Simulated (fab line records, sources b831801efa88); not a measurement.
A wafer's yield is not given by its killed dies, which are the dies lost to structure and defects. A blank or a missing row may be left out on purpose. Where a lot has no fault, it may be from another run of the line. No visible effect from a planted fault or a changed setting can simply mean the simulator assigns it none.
Chamber matching	flow gf180mcu	4 sister chambers for GF_V2_CMP_26 on cmp-02
The step polishes, stops on SiO2, t overpolish 15 s, target thk 0 nm. 8 wafers are shown with their chamber, then 10 later ones without.

## WAFERS PAIRED WITH THEIR CHAMBERS
wafer	chamber	motor-current-A (A)	time-to-endpoint-s (s)
L103.1	2	9.6	83
L103.3	1	12.9	100
L103.6	1	12.7	98
L108.1	2	9.6	82
L108.4	0	12.1	86
L108.6	3	10.7	86
L109.1	3	10.9	90
L109.3	0	12.0	89

## WAFERS WITHOUT THEIR CHAMBER
wafer	motor-current-A (A)	time-to-endpoint-s (s)
L109.6	12.4	91
L111.2	11.2	90
L111.3	9.4	80
L111.6	10.8	91
L112.2	12.2	95
L112.3	11.1	91
L112.4	12.1	91
L114.1	12.2	93
L114.3	9.2	83
L114.4	10.4	90

## THE CHAMBER EACH PASSED THROUGH
wafer	from the rows above	in truth
L109.6	can't be placed: 0 or 1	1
L111.2	3	3
L111.3	2	2
L111.6	3	3
L112.2	can't be placed: 0 or 1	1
L112.3	3	3
L112.4	0	0
L114.1	0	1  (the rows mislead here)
L114.3	2	2
L114.4	3	3
Placed correctly: 7 of 10. From these rows, 2 cannot be placed; in 2 the true chamber is one of the candidates. Number placed wrongly: 1.
How it was worked out, from the rows above alone: a wafer's distance from a chamber is the root of the sum, over the readings, of the square of ((its reading less the chamber's mean) divided by the reading's scatter). If the next closest chamber is less than 2 further off than the closest, the wafer can't be placed; otherwise it belongs to the closest. A chamber's mean is the mean of its shown wafers. The scatter: the root of (the sum of the squares of (reading less its chamber's mean) over the shown wafers, divided by (wafers less chambers)).
